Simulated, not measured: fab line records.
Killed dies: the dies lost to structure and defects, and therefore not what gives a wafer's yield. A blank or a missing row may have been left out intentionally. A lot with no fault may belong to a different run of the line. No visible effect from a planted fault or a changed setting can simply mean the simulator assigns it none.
A struck lot beside a sound one | flow sky130 | 43 out of 708 route steps
Sound: the wafers L706.1, L706.3, L706.5. Wafers struck: L716.2, L716.4, L716.5. The cause comes at the end.
Each step with rows lists, per side, the tool, then ch with its chambers, then its first start. Under that, the readings that differ: sound wafers | struck wafers | difference of the means | sigmas: that difference in standard deviations of wafers without a fault.
alike: words and numbers the same on both sides, and readings whose means are apart by under 2 such deviations; not compared: readings that were withheld, readings missing a value for some wafer, numbers with overlapping values and no deviation given by the record, and bounds like >300 which may hide the same value.
Wherever a step has rows on one side only, a row that says differs or no value, or a row with sigmas, the two part there. Numbers that have no deviation but don't overlap get no sigmas and don't part them. Lack of a reading on every wafer of one side parts them only where that side has two or more wafers.

first, 1 step without rows for these wafers: SKY_VIA4_CMP_02 (polishes SiO2).
SKY_VIA4_BOW_MEAS_03:
  struck on film-metro-03, day 47 03:23; sound on film-metro-02, day 44 05:12
  alike: VIA4_BOW
then, 7 steps without rows for these wafers: SKY_VIA4_DEHYDRATE_04 (time 60 s); SKY_VIA4_HMDS_05 (prime time 60 s); SKY_VIA4_COAT_06 (resist thk 1140 nm); SKY_VIA4_SOFTBAKE_07 (time 60 s); SKY_VIA4_EXPOSE_08 (exposes mask VIM4, target cd 800 nm); SKY_VIA4_PEB_09; SKY_VIA4_DEVELOP_10 (develop time 60 s).
SKY_VIA4_OVL_MEAS_11:
  struck on overlay-02, day 47 22:34; sound on overlay-02, day 45 03:38
  alike: VIA4_OVL
then, 1 step without rows for these wafers: SKY_VIA4_ETCH_12 (etches SiO2 in C4F8/O2/Ar, stops on TiN, target depth 580 nm).
SKY_VIA4_STRIP_13: strips in O2/N2.
  sound on plasma-asher-03 ch 0,1, day 45 03:44; struck on plasma-asher-04 ch 0,1, day 47 22:40
  reading                      | sound             | struck            | difference | sigmas
  strip-time-to-endpoint-s (s) | 12.85 12.85 12.89 | 12.77 12.81 12.79 | -0.07      | -2
  alike: drypump-motor-current-A, oes-product-au
  not compared: rf-hours-counter-h
SKY_VIA4_STRIP_14: strips in post etch residue remover, time 1200 s.
  sound on wet-bench-04 ch 3, day 45 03:50; struck on wet-bench-04 ch 0, day 47 22:53
then, 4 steps without rows for these wafers: SKY_VIA4_CLEAN_15 (cleans in IPA, time 180 s); SKY_VIA4_CLEAN_16 (cleans in O3/DIW); SKY_VIA4_SPUTTER_17 (material TiN, target thk 20 nm, time 80 s); SKY_VIA4_CVD_18 (deposits W, target thk 505 nm, time 152.14 s).
SKY_VIA4_RS_MEAS_19: uses a four-point probe to measure.
  struck on film-metro-03, day 47 23:38; sound on film-metro-03, day 45 04:35
  alike: VIA4_W_RS
SKY_VIA4_THK_MEAS_20: measures by xrf.
  struck on film-metro-03, day 47 23:44; sound on film-metro-03, day 45 04:43
  alike: VIA4_W_THK
then, 1 step without rows for these wafers: SKY_VIA4_CMP_21 (polishes, stops on SiO2, t overpolish 25 s, target thk 0 nm).
SKY_METAL5_SPUTTER_00: material Ti, target thk 15 nm, time 10 s.
  struck on pvd-sputter-03, day 48 00:23; sound on pvd-sputter-01, day 45 05:04
  alike: throttle-valve-pct
then, 2 steps without rows for these wafers: SKY_METAL5_SPUTTER_01 (material TiN, target thk 20 nm, time 16.7 s); SKY_METAL5_SPUTTER_02 (material AlCu, target thk 1150 nm, time 61.2 s).
SKY_METAL5_SPUTTER_03: material Ti, target thk 5 nm, time 3.3 s.
  struck on pvd-sputter-03, day 48 00:29; sound on pvd-sputter-01, day 45 05:10
  alike: throttle-valve-pct
then, 1 step without rows for these wafers: SKY_METAL5_SPUTTER_04 (material TiN, target thk 70 nm, time 58.3 s).
SKY_METAL5_RS_MEAS_05: uses a four-point probe to measure.
  struck on film-metro-04, day 48 00:34; sound on film-metro-01, day 45 05:14
  alike: METAL5_ALCU_RS
SKY_METAL5_THK_MEAS_06: measures by xrf.
  struck on film-metro-04, day 48 00:40; sound on film-metro-01, day 45 05:21
  alike: METAL5_ALCU_THK
then, 7 steps without rows for these wafers: SKY_METAL5_DEHYDRATE_07 (time 60 s); SKY_METAL5_HMDS_08 (prime time 60 s); SKY_METAL5_COAT_09 (resist thk 1800 nm); SKY_METAL5_SOFTBAKE_10 (time 60 s); SKY_METAL5_EXPOSE_11 (exposes mask MM5, target cd 1600 nm); SKY_METAL5_PEB_12; SKY_METAL5_DEVELOP_13 (develop time 60 s).
SKY_METAL5_DESCUM_14: chemistry O2, time 11 s.
  sound on rie-metal-01 ch 1, day 46 01:55; struck on rie-metal-01 ch 0,1, day 48 18:52
  alike: drypump-motor-current-A, he-backside-leak-sccm, oes-product-au
  not compared: rf-hours-counter-h
SKY_METAL5_METAL_ETCH_15: etches the open film in Cl2/BCl3, stops on SiO2, target depth 1260 nm, time 252 s.
  sound on rie-metal-01 ch 1, day 46 01:56; struck on rie-metal-01 ch 0,1, day 48 18:53
  alike: drypump-motor-current-A, he-backside-leak-sccm, oes-product-au, throttle-valve-pct
  not compared: rf-hours-counter-h
then, 5 steps without rows for these wafers: SKY_METAL5_STRIP_16 (strips in O2/N2); SKY_METAL5_STRIP_17 (strips in post etch residue remover, time 1200 s); SKY_METAL5_CLEAN_18 (cleans in IPA, time 180 s); SKY_METAL5_CLEAN_19 (cleans in O3/DIW); SKY_PASSIVATION_CVD_00 (deposits SiO2, target thk 90 nm).
SKY_PASSIVATION_THK_MEAS_01:
  struck on film-metro-03, day 48 19:45; sound on film-metro-04, day 46 02:50
  alike: PASSIVATION_CVD_00_THK
SKY_PAD_OPEN_PROBE_99:
  struck on prober-01, day 50 10:26; sound on prober-01, day 47 20:10
  reading                               | sound              | struck            | difference | sigmas
  defect-limited-yield (%)              | 83.3 82.1 80.5     | 71.3 72.4 72.6    | -9.9       | -5
  killed_at_M4_up                       | 5 3 3              | 71 70 73          | +68        | +40
  killed-dies                           | 82 88 96           | 141 136 135       | +49        | +5
  sort_bin_3_pad_short (%)              | 0.6 0.4 1.2        | 4.5 5.7 5.5       | +4.5       | +10
  sort_bin_5_function (%)               | 10.8 10.6 11.8     | 17.9 18.7 17.1    | +6.8       | +5
  sort-n-pass                           | 410 404 396        | 351 356 357       | -49        | -5
  sort-yield-pct (%)                    | 83.3 82.1 80.5     | 71.3 72.4 72.6    | -9.9       | -5
  model.etest.tester.sort-n-pass        | 410 404 396        | 351 356 357       | -49        |
  model.etest.tester.sort-yield-pct (%) | 83.33 82.11 80.49  | 71.34 72.36 72.56 | -9.89      |
  model.etest.tester.sort_bin_5_pct (%) | 10.77 10.57 11.79  | 17.89 18.7 17.07  | +6.84      |
  model.etest.tester.sort_bin_3_pct (%) | 0.6098 0.4065 1.22 | 4.472 5.691 5.488 | +4.472     |
  alike: killed_at_M0_to_M3, killed-at-contacts, killed-at-front-end, killed-at-other, killed-on-rim, killed-open, killed-short, sort_bin_6_memory

== WHERE THEY PART ==
At SKY_VIA4_STRIP_13 first; at SKY_PAD_OPEN_PROBE_99 last (within this record only).

WHY: the cause the simulator had injected
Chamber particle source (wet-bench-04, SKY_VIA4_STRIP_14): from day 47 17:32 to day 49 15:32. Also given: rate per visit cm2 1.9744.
